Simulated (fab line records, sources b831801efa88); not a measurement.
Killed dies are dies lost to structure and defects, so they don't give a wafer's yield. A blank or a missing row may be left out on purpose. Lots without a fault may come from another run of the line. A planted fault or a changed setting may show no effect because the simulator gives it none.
Which tool did it? | flow gf180mcu | 24 lots, 72 wafers sampled, at 1 step of a route of 602

WHAT THE GAUGES READ, wafer by wafer
GF_SAB_THK_MEAS_01. Usual: SAB_CVD_00_THK 49.7 nm, standard deviation 0.59.
lot  | measured     | on            | SAB_CVD_00_THK (nm) | flag
L074 | day 14 06:14 | film_metro-01 | 48.8 50.0 49.4      |
L075 | day 14 15:29 | film_metro-03 | 48.5 49.9 50.3      |
L076 | day 15 09:01 | film_metro-02 | 49.1 49.3 50.0      |
L077 | day 15 11:19 | film_metro-03 | 49.7 49.9 50.2      |
L078 | day 15 18:57 | film_metro-03 | 49.1 50.2 49.9      |
L079 | day 16 04:25 | film_metro-03 | 48.4 49.2 50.0      |
L080 | day 16 13:21 | film_metro-01 | 49.4 49.0 49.8      |
L081 | day 16 21:10 | film_metro-02 | 48.8 49.8 49.6      |
L082 | day 17 00:12 | film_metro-03 | 50.2 50.7 50.6      |
L083 | day 17 15:25 | film_metro-03 | 49.6 49.9 50.0      |
L085 | day 18 02:17 | film_metro-03 | 49.2 49.4 50.4      |
L084 | day 18 02:40 | film_metro-02 | 49.6 48.8 50.5      |
L086 | day 18 16:34 | film_metro-02 | 49.7 49.6 50.3      |
L087 | day 18 23:41 | film_metro-02 | 49.3 50.2 49.6      |
L088 | day 19 08:38 | film_metro-01 | 49.2 49.1 50.0      |
L089 | day 19 18:53 | film_metro-03 | 49.5 49.6 50.5      |
L090 | day 19 19:49 | film_metro-01 | 49.4 49.1 49.5      |
L091 | day 20 11:27 | film_metro-02 | 49.5 50.1 50.8      |
L092 | day 21 01:19 | film_metro-03 | 49.5 49.6 49.8      |
L093 | day 21 12:29 | film_metro-02 | 49.6 49.7 50.6      |
L094 | day 21 15:05 | film_metro-03 | 48.9 49.5 49.9      |
L095 | day 21 18:59 | film_metro-01 | 49.7 50.3 49.8      |
L096 | day 22 10:02 | film_metro-01 | 49.7 50.3 50.2      |
L097 | day 22 19:50 | film_metro-03 | 49.6 51.2 50.2      |

WHICH TOOL RAN EACH LOT (tool, then ch and the chambers of the sampled wafers, then the start)
The record holds no process step before these readings.

WHAT THE TOOLS THEMSELVES READ (means of the sampled wafers that have a number; where no wafer has one, the mark that the record gives instead)
The record holds no such reading with a usual standard deviation.

THE ANSWER, worked out from the rows above alone
Rule: a lot is off if the mean of its wafers that have a number lies more than 3 standard deviations from the usual mean. A lot without any number at a reading at which 4 lots or more have one is off too. The other lots that the step has rows for count as sound. The gauges are gone through in route order, then the tools' own readings, and for those a lot's mean is taken as printed above. The first step at which some lot is off is used, and at that step the reading that is off furthest; a lot without a number counts as furthest.
No lot is off at any reading shown: from this, nothing can be told.

WHAT THE SIMULATOR HAD PUT IN
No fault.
